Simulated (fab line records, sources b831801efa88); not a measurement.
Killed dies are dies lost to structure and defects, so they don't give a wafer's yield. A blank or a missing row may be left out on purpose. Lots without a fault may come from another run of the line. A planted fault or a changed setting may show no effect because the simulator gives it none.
fab line records | flow gf180mcu
record lots=13 wafers=39 last_day=33
route steps=602 shown VT_IMPLANT@97 DUAL_GATE@152 POLY_GATE@157
lots that met no fault: from a run of the same line without faults
start_h: hours from the record's first day to the start of the lot's first wafer shown | wait_h: hours since the lot's step before | " the same as in the row above | L1.1+2: a row that stands for several wafers | - no value, or no start given | * or withheld: withheld | < > ~ a bound
route shown NAME@n: a module of which the file shows steps, and the number in the route of the first | usual: mean/standard deviation of fault-free wafers | same: alike in all rows | chamber/n: place in a boat | sites: the reading at each site | _std_site: their standard deviation | _edge_site: outer sites' mean less inner sites' | radius_mm: how far each site lies from the wafer's centre | mask NAME#n: copy n | behind: the tool/chamber that last shaped the wafer | hold: why the lot was held/for how many hours/how that ended | device: the transistor (n, p or np) that didn't switch | end of line: the same wafers' tests at the end of the route | a step without rows: its recipe alone | killed: dies lost to structure and defects at the first sort, not the wafer's yield | map: a wafer's dies, x killed, . not, _ none there
set.NAME: the setting as run; set.NAME@STEP: as run at that earlier step | model.NAME: the simulator's own value behind a step, which no gauge read
steps of the route over a sample of lots; a table a step, a row a wafer
services: from which hour (start_h, from the record's first day; less than 0 if before it) a tool's chamber was out of use, for how many hours, and why
## steps
# step GF_VT_IMPLANT_OVL_MEAS_07
# usual VT_IMPLANT_OVL=0.5/1.3
# columns lot.wafer tool chamber start_h wait_h VT_IMPLANT_OVL[nm]
L806.2 overlay-01 - 112.83 0.1 1.3
L806.4 " - " " 3.3
L806.5 " - " " 2.2
L807.3 overlay-01 - 118.53 0.1 0.4
L807.4 " - " " 0.9
L807.5 " - " " 0.9
L808.2 overlay-01 - 123.18 0.1 -0.5
L808.4 " - " " 0.2
L808.6 " - " " -0.3
L809.1 overlay-02 - 133.78 0.1 -1.0
L809.4 " - " " -1.5
L809.6 " - " " -0.3
L810.1 overlay-02 - 133.97 0.1 -0.7
L810.3 " - " " 0.9
L810.6 " - " " 0.3
L811.2 overlay-02 - 138.58 0.1 1.0
L811.3 " - " " 0.2
L811.5 " - " " 0.3
L812.2 overlay-02 - 148.28 0.1 1.4
L812.4 " - " " -0.8
L812.5 " - " " 2.2
L813.1 overlay-02 - 152.27 0.1 1.0
L813.3 " - " " 0.2
L813.4 " - " " -0.8
L814.2 overlay-01 - 159.43 0.1 0.4
L814.3 " - " " 1.2
L814.6 " - " " 1.7
L815.1 overlay-02 - 166.72 0.1 0.1
L815.3 " - " " 0.0
L815.6 " - " " 1.3
L821.1 overlay-01 - 203.07 0.1 0.6
L821.2 " - " " 2.5
L821.6 " - " " 1.1
L823.2 overlay-02 - 212.72 0.1 1.9
L823.3 " - " " 0.0
L823.6 " - " " 0.4
L825.3 overlay-02 - 227.18 0.1 0.7
L825.5 " - " " 0.5
L825.6 " - " " -0.1
# step GF_VT_IMPLANT_TW_MEAS_10
# usual VT_IMPLANT_TW=565/4.1
# columns lot.wafer tool chamber start_h wait_h VT_IMPLANT_TW
L806.2 film_metro-03 - 113.12 0.1 560
L806.4 " - " " 562
L806.5 " - " " 561
L807.3 film_metro-02 - 118.82 0.1 568
L807.4 " - " " 567
L807.5 " - " " 566
L808.2 film_metro-02 - 123.47 0.1 569
L808.4 " - " " 568
L808.6 " - " " 572
L809.1 film_metro-02 - 134.06 0.1 568
L809.4 " - " " 572
L809.6 " - " " 570
L810.1 film_metro-02 - 134.25 0.1 568
L810.3 " - " " 572
L810.6 " - " " 568
L811.2 film_metro-01 - 138.87 0.1 565
L811.3 " - " " 563
L811.5 " - " " 563
L812.2 film_metro-02 - 148.57 0.1 566
L812.4 " - " " 564
L812.5 " - " " 566
L813.1 film_metro-02 - 152.56 0.1 570
L813.3 " - " " 567
L813.4 " - " " 566
L814.2 film_metro-02 - 159.72 0.1 566
L814.3 " - " " 565
L814.6 " - " " 567
L815.1 film_metro-01 - 167.01 0.1 560
L815.3 " - " " 562
L815.6 " - " " 562
L821.1 film_metro-02 - 203.36 0.1 569
L821.2 " - " " 570
L821.6 " - " " 571
L823.2 film_metro-03 - 213.01 0.1 557
L823.3 " - " " 558
L823.6 " - " " 557
L825.3 film_metro-03 - 227.48 0.1 560
L825.5 " - " " 561
L825.6 " - " " 559
# step GF_DUAL_GATE_OVL_MEAS_11
# usual DUAL_GATE_OVL=0.2/1.4
# columns lot.wafer tool chamber start_h wait_h DUAL_GATE_OVL[nm]
L806.2 overlay-01 - 177.98 0.1 0.3
L806.4 " - " " 1.5
L806.5 " - " " 1.7
L807.3 overlay-02 - 184.68 0.1 0.2
L807.4 " - " " -0.8
L807.5 " - " " -0.9
L808.2 overlay-01 - 187.83 0.1 0.1
L808.4 " - " " -1.3
L808.6 " - " " -1.4
L809.1 overlay-01 - 201.07 0.1 0.4
L809.4 " - " " -1.7
L809.6 " - " " -0.2
L810.1 overlay-02 - 203.37 0.1 -0.8
L810.3 " - " " 1.1
L810.6 " - " " -0.4
L811.2 overlay-02 - 206.38 0.1 2.9
L811.3 " - " " 2.3
L811.5 " - " " 2.9
L812.2 overlay-01 - 218.13 0.1 0.8
L812.4 " - " " -0.4
L812.5 " - " " 0.0
L813.1 overlay-02 - 226.22 0.1 0.5
L813.3 " - " " -1.8
L813.4 " - " " -0.5
L815.1 overlay-01 - 237.37 0.1 -0.3
L815.3 " - " " -0.7
L815.6 " - " " -0.3
L814.2 overlay-02 - 237.53 0.1 0.3
L814.3 " - " " -0.6
L814.6 " - " " 0.3
L821.1 overlay-02 - 275.97 0.1 1.5
L821.2 " - " " 1.7
L821.6 " - " " 1.3
L823.2 overlay-02 - 286.58 0.1 0.0
L823.3 " - " " 0.5
L823.6 " - " " -0.3
L825.3 overlay-02 - 303.88 0.1 1.1
L825.5 " - " " 1.2
L825.6 " - " " 0.7
# step GF_POLY_GATE_CVD_00
# recipe material=poly-Si target_thk_nm=200 temp_c=620 time_s=1200 pressure_mtorr=200
# columns lot.wafer tool chamber start_h wait_h
L806.2+4+5 lpcvd-01 1 181.02 0.0
L807.3+4+5 lpcvd-01 1 188.13 0.0
L808.2+4+6 lpcvd-01 0 190.81 0.0
L809.1+4+6 lpcvd-01 0 207.30 0.0
L810.1+3+6 lpcvd-01 1 207.30 0.0
L811.2+3+5 lpcvd-01 0 214.32 0.0
L812.2+4+5 lpcvd-02 1 225.38 0.0
L813.1+3+4 lpcvd-02 0 233.65 0.0
L814.2+3+6 lpcvd-01 1 243.21 0.0
L815.1+3+6 lpcvd-01 0 243.21 0.0
L821.1+2+6 lpcvd-02 0 278.07 0.0
L823.2+3+6 lpcvd-02 0 288.40 0.0
L825.3+5+6 lpcvd-02 1 306.47 0.0
# step GF_POLY_GATE_THK_MEAS_01
# recipe reads=poly-Si_of_POLY_GATE_CVD_00
# usual POLY_GATE_CVD_00_THK=200.5/1.6
# columns lot.wafer tool chamber start_h wait_h POLY_GATE_CVD_00_THK[nm]
L806.2 film_metro-03 - 182.36 0.0 202.1
L806.4 " - " " 201.3
L806.5 " - " " 201.9
L807.3 film_metro-04 - 189.48 0.0 201.0
L807.4 " - " " 200.7
L807.5 " - " " 202.1
L808.2 film_metro-02 - 192.15 0.0 199.7
L808.4 " - " " 198.4
L808.6 " - " " 198.9
L809.1 film_metro-03 - 208.64 0.0 200.6
L809.4 " - " " 201.1
L809.6 " - " " 200.3
L810.1 film_metro-02 - 208.64 0.0 201.7
L810.3 " - " " 202.7
L810.6 " - " " 202.7
L811.2 film_metro-02 - 215.67 0.0 200.1
L811.3 " - " " 199.6
L811.5 " - " " 200.6
L812.2 film_metro-03 - 226.72 0.0 201.0
L812.4 " - " " 200.0
L812.5 " - " " 200.9
L813.1 film_metro-04 - 234.98 0.0 201.0
L813.3 " - " " 199.2
L813.4 " - " " 200.8
L815.1 film_metro-04 - 244.54 0.0 201.4
L815.3 " - " " 200.2
L815.6 " - " " 201.2
L814.2 film_metro-03 - 244.55 0.0 201.5
L814.3 " - " " 200.3
L814.6 " - " " 201.1
L821.1 film_metro-02 - 280.07 0.0 202.2
L821.2 " - " " 200.7
L821.6 " - " " 201.3
L823.2 film_metro-04 - 289.74 0.0 287.6
L823.3 " - " " 288.9
L823.6 " - " " 288.7
L825.3 film_metro-02 - 307.83 0.0 285.5
L825.5 " - " " 283.8
L825.6 " - " " 285.8
## services
# columns tool chamber start_h hours kind
lpcvd-02 - 200.88 1.3 repair
## key
first_sign step=GF_POLY_GATE_THK_MEAS_01 reading=POLY_GATE_CVD_00_THK direction=up sigmas=53 usual=200.5 struck=286.7
effect none on later readings
met_at GF_POLY_GATE_CVD_00
struck_lots L823,L825
tester_left_out L823,L825
not_acting_at GF_VT_IMPLANT_OVL_MEAS_07,GF_VT_IMPLANT_TW_MEAS_10,GF_DUAL_GATE_OVL_MEAS_11
onset_between 278.07 288.40
also_fits time
fault kind=process_parameter_drift tool=lpcvd-02 chamber=- onset_h=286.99 steps=GF_POLY_GATE_CVD_00 channel=target_thk_nm offset=87.037 shape=step end_h=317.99 acts_in=these_recipes_only stated=200
# tester_left_out: of these lots the tester's yield and bins aren't shown, on N5 and GAA mostly nor the transistor test; their killed dies are dies lost to structure and defects alone, not to doping, threshold or leakage, so they don't give the yield
